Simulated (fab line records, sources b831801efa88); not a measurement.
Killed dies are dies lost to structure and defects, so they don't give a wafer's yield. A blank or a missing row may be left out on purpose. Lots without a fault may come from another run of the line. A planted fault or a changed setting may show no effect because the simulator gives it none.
fab line records | flow sfq_line
record lots=6 wafers=18 last_day=94
route steps=325 shown I2@117 M3@118
lots that met no fault: from a run of the same line without faults
start_h: hours from the record's first day to the start of the lot's first wafer shown | wait_h: hours since the lot's step before | " the same as in the row above | L1.1+2: a row that stands for several wafers | - no value, or no start given | * or withheld: withheld | < > ~ a bound
route shown NAME@n: a module of which the file shows steps, and the number in the route of the first | usual: mean/standard deviation of fault-free wafers | same: alike in all rows | chamber/n: place in a boat | sites: the reading at each site | _std_site: their standard deviation | _edge_site: outer sites' mean less inner sites' | radius_mm: how far each site lies from the wafer's centre | mask NAME#n: copy n | behind: the tool/chamber that last shaped the wafer | hold: why the lot was held/for how many hours/how that ended | device: the transistor (n, p or np) that didn't switch | end of line: the same wafers' tests at the end of the route | a step without rows: its recipe alone | killed: dies lost to structure and defects at the first sort, not the wafer's yield | map: a wafer's dies, x killed, . not, _ none there
set.NAME: the setting as run; set.NAME@STEP: as run at that earlier step | model.NAME: the simulator's own value behind a step, which no gauge read
lots at some steps of the route; a table a step, a row a wafer
services: from which hour (start_h, from the record's first day; less than 0 if before it) a tool's chamber was out of use, for how many hours, and why
## steps
# step SFQ_TRILAYER_I2_VIA_STRIP_SOLV_CLEAN_072
# recipe chemistry=NMP temp_c=70 time_s=600
# step SFQ_TRILAYER_M3_DEP_PRE_CLEAN_074
# recipe gas=Ar time_s=22.5 bias_v=250
# step SFQ_TRILAYER_M3_DEP_SPUTTER_073
# recipe material=Nb base_pressure_pa=1.33e-06 chamber_pressure_pa=0.1333 substrate_temp_c=20 resputter_cathode_voltage_v=400 target_thk_nm=200 power_w=2000 time_s=135.6
# usual cathode_dc_power_W=2000.0/0.4 throttle_valve_pct=29.9/1.1
# columns lot.wafer tool chamber start_h wait_h cathode_dc_power_W throttle_valve_pct
L961.2 pvd_sputter-03 - 946.94 0.0 1999.4 31.1
L961.3 " - " " 2000.0 28.3
L961.4 " - " " 2000.1 29.9
L963.1 pvd_sputter-03 - 991.50 0.0 2000.0 29.9
L963.2 " - " " 2000.1 29.7
L963.5 " - " " 2000.5 31.1
L964.2 pvd_sputter-05 - 999.21 0.0 2000.1 30.8
L964.3 " - " " 2000.0 31.3
L964.6 " - " " 2000.0 30.5
L969.1 pvd_sputter-03 - 1049.61 0.0 2000.3 28.4
L969.2 " - " " 2000.9 30.0
L969.4 " - " " 1999.5 29.9
L972.1 pvd_sputter-05 - 1080.11 0.0 1999.9 30.3
L972.2 " - " " 1999.7 30.5
L972.6 " - " " 1999.9 30.2
L974.1 pvd_sputter-03 - 1109.45 0.0 2000.1 29.8
L974.5 " - " " 2000.0 30.0
L974.6 " - " " 2000.7 28.4
# step SFQ_M3_RS_MEAS_919
# recipe thk_meas_gauge=four-point-probe reads=Nb_of_TRILAYER_M3_DEP_SPUTTER_073
# usual M3_NB_RS=0.873/0.0074
# columns lot.wafer tool chamber start_h wait_h M3_NB_RS[ohm/sq]
L961.2 film_metro-01 - 947.05 0.1 0.868
L961.3 " - " " 0.873
L961.4 " - " " 0.865
L963.1 film_metro-03 - 991.59 0.0 0.880
L963.2 " - " " 0.880
L963.5 " - " " 0.880
L964.2 film_metro-02 - 999.32 0.1 0.872
L964.3 " - " " 0.873
L964.6 " - " " 0.878
L969.1 film_metro-02 - 1049.70 0.0 0.878
L969.2 " - " " 0.868
L969.4 " - " " 0.863
L972.1 film_metro-02 - 1080.20 0.0 0.876
L972.2 " - " " 0.863
L972.6 " - " " 0.874
L974.1 film_metro-01 - 1109.54 0.0 0.862
L974.5 " - " " 0.860
L974.6 " - " " 0.858
# step SFQ_TRILAYER_M3_LITHO_COAT_080
# recipe resist=BARC spin_rpm=3000 resist_thk_nm=62
# step SFQ_TRILAYER_M3_LITHO_COAT_075
# recipe resist=KrF spin_rpm=3000 resist_thk_nm=600
# step SFQ_TRILAYER_M3_LITHO_SOFTBAKE_079
# recipe temp_c=withheld time_s=withheld resist=KrF
# step SFQ_TRILAYER_M3_LITHO_EXPOSE_076
# recipe mask_id=M3 na=0.6 source_shape=conventional sigma_outer=0.65 target_cd_nm=500 dose_mj=14.4
# step SFQ_TRILAYER_M3_LITHO_PEB_078
# recipe peb_temp_c=115 peb_time_s=60 resist=KrF
# step SFQ_TRILAYER_M3_LITHO_DEVELOP_077
# recipe time_s=60 resist=KrF
# step SFQ_M3_OVL_MEAS_921
# usual M3_OVL=1/5.6
# columns lot.wafer tool chamber start_h wait_h M3_OVL[nm]
L961.2 overlay-02 - 1102.01 0.1 -3
L961.3 " - " " 2
L961.4 " - " " 1
L963.1 overlay-02 - 1143.70 0.1 0
L963.2 " - " " -2
L963.5 " - " " 2
L964.2 overlay-01 - 1152.10 0.1 8
L964.3 " - " " 12
L964.6 " - " " 10
L969.1 overlay-01 - 1205.15 0.1 -5
L969.2 " - " " -4
L969.4 " - " " -1
L972.1 overlay-01 - 1231.55 0.1 -2
L972.2 " - " " -1
L972.6 " - " " 1
L974.1 overlay-01 - 1260.60 0.1 -5
L974.5 " - " " 2
L974.6 " - " " 8
# step SFQ_TRILAYER_M3_BARC_OPEN_METAL_ETCH_100
# recipe mask_material=PR chemistry=O2 target_depth_nm=125 target=BARC icp_w=600 bias_w=80 pressure_mtorr=10 time_s=41.7
# usual drypump_motor_current_A=5.6/0.44 oes_product_au=0.686/0.0044
# columns lot.wafer tool chamber start_h wait_h drypump_motor_current_A oes_product_au rf_hours_counter_h model.KrF_of_TRILAYER_M3_LITHO_COAT_075.thk_nm
L961.2 rie_metal-04 0 1102.04 0.0 5.5 0.689 36 524.3
L961.3 " 1 " " 6.2 0.687 - 522.6
L961.4 " 0 " " 5.6 0.683 - 524.6
L963.1 rie_metal-04 0 1143.73 0.0 5.6 0.689 43 521.4
L963.2 " 1 " " 6.2 0.690 99 540.1
L963.5 " 0 " " 5.5 0.692 - 522.2
L964.2 rie_metal-04 0 1152.13 0.0 5.6 0.681 44 521.6
L964.3 " 0 " " 5.6 0.683 - 523.2
L964.6 " 1 " " 6.2 0.688 - 538.1
L969.1 rie_metal-03 0 1205.18 0.0 5.6 0.681 78 523.7
L969.2 " 1 " " 4.8 0.685 5 525.4
L969.4 " 1 " " 4.8 0.680 - 525
L972.1 rie_metal-01 1 1231.58 0.0 5.4 0.687 1 522.8
L972.2 " 0 " " 5.9 0.698 25 524.7
L972.6 " 1 " " 5.4 0.681 - 526.2
L974.1 rie_metal-03 0 1260.63 0.0 5.6 0.689 84 523
L974.5 " 0 " " 5.5 0.685 - 522.2
L974.6 " 1 " " 4.8 0.685 - 521
# step SFQ_TRILAYER_M3_ETCH_METAL_ETCH_078
# recipe target=Nb stop_on=SiO2 mask_material=PR chemistry=Cl2/Ar target_depth_nm=240 icp_w=600 bias_w=80 pressure_mtorr=10 time_s=120
# usual drypump_motor_current_A=5.6/0.44 oes_product_au=0.905/0.0065
# columns lot.wafer tool chamber start_h wait_h drypump_motor_current_A oes_product_au rf_hours_counter_h model.KrF_of_TRILAYER_M3_LITHO_COAT_075.thk_nm
L961.2 rie_metal-04 0 1102.10 0.0 5.6 0.902 36 382.2
L961.3 " 1 " " 6.2 0.906 - 382
L961.4 " 0 " " 5.6 0.904 - 383.4
L963.1 rie_metal-04 0 1143.81 0.1 5.5 0.899 43 379.3
L963.2 " 1 " " 6.2 0.888 99 399
L963.5 " 0 " " 5.5 0.904 - 380
L964.2 rie_metal-04 0 1152.19 0.0 5.5 0.910 44 380.5
L964.3 " 0 " " 5.5 0.904 - 382.1
L964.6 " 1 " " 6.2 0.900 - 395.8
L969.1 rie_metal-03 0 1205.24 0.0 5.6 0.906 78 383.5
L969.2 " 1 " " 4.9 0.902 5 385.8
L969.4 " 1 " " 4.8 0.910 - 386.1
L972.1 rie_metal-01 1 1231.64 0.0 5.4 0.904 1 380.8
L972.2 " 0 " " 5.9 0.906 25 380.7
L972.6 " 1 " " 5.4 0.912 - 384.9
L974.1 rie_metal-03 0 1260.69 0.0 5.6 0.914 84 380.7
L974.5 " 0 " " 5.6 0.919 - 380.4
L974.6 " 1 " " 4.8 0.906 - 380.2
# step SFQ_TRILAYER_M3_STRIP_STRIP_079
# recipe gas=O2 power_w=200 platen_temp_c=40 overash_fraction=0.65 chemistry=O2 pressure_mtorr=50
# usual drypump_motor_current_A=5.6/0.44 oes_product_au=0.999/0.008
# same overash_fraction=0.65
# columns lot.wafer tool chamber start_h wait_h drypump_motor_current_A oes_product_au rf_hours_counter_h
L961.2 rie_metal-04 0 1102.23 0.1 5.6 1.005 36
L961.3 " 1 " " 6.2 1.002 -
L961.4 " 0 " " 5.6 1.003 -
L963.1 rie_metal-04 0 1143.98 0.1 5.6 1.022 43
L963.2 " 1 " " 6.2 1.010 99
L963.5 " 0 " " 5.5 1.008 -
L964.2 rie_metal-04 0 1152.32 0.1 5.6 1.002 44
L964.3 " 0 " " 5.6 1.006 -
L964.6 " 1 " " 6.2 1.003 -
L969.1 rie_metal-03 0 1205.37 0.1 5.5 1.003 78
L969.2 " 1 " " 4.8 0.988 5
L969.4 " 1 " " 4.9 0.999 -
L972.1 rie_metal-01 1 1231.77 0.1 5.3 0.995 1
L972.2 " 0 " " 5.9 0.990 25
L972.6 " 1 " " 5.4 0.985 -
L974.1 rie_metal-03 0 1260.82 0.1 5.6 0.988 85
L974.5 " 0 " " 5.5 0.991 -
L974.6 " 1 " " 4.8 0.993 -
## services
# columns tool chamber start_h hours kind
pvd_sputter-03 - 1013.27 1.6 repair
rie_metal-01 0 1030.82 - clean
rie_metal-01 0 1030.82 - consumable_replace:focus_ring
rie_metal-01 0 1030.82 18.8 scheduled_down
rie_metal-01 0 1030.82 18.8 vent_cycle
rie_metal-01 - 1033.21 7.0 repair
rie_metal-01 - 1071.12 0.8 repair
pvd_sputter-03 1 1104.59 - consumable_replace:kit
pvd_sputter-03 1 1104.59 18.0 scheduled_down
pvd_sputter-03 1 1104.59 18.0 vent_cycle
rie_metal-03 1 1130.12 - clean
rie_metal-03 1 1130.12 - consumable_replace:focus_ring
rie_metal-03 1 1130.12 28.7 scheduled_down
rie_metal-03 1 1130.12 28.7 vent_cycle
rie_metal-01 1 1138.92 8.7 repair
rie_metal-01 - 1163.17 0.1 repair
rie_metal-03 - 1176.46 2.8 pm
rie_metal-01 - 1189.04 1.4 pm
rie_metal-04 0 1195.77 11.2 repair
rie_metal-03 - 1200.11 1.3 repair
rie_metal-01 1 1200.85 - clean
rie_metal-01 1 1200.85 - consumable_replace:focus_ring
rie_metal-01 1 1200.85 24.4 scheduled_down
pvd_sputter-03 - 1218.00 3.2 repair
## key
first_sign none at tools or gauges
model_effect step=SFQ_TRILAYER_M3_BARC_OPEN_METAL_ETCH_100 value=KrF_of_TRILAYER_M3_LITHO_COAT_075.thk_nm without=522.8 struck=539.1
model_effect step=SFQ_TRILAYER_M3_ETCH_METAL_ETCH_078 value=KrF_of_TRILAYER_M3_LITHO_COAT_075.thk_nm without=381.2 struck=397.4
met_at SFQ_TRILAYER_M3_BARC_OPEN_METAL_ETCH_100
struck_wafers L963.2,L964.6
onset_between 1102.04 1143.73
fault kind=process_parameter_drift tool=rie_metal-04 chamber=1 onset_h=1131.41 steps=SFQ_TRILAYER_M3_BARC_OPEN_METAL_ETCH_100 channel=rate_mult offset=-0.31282 shape=step end_h=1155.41
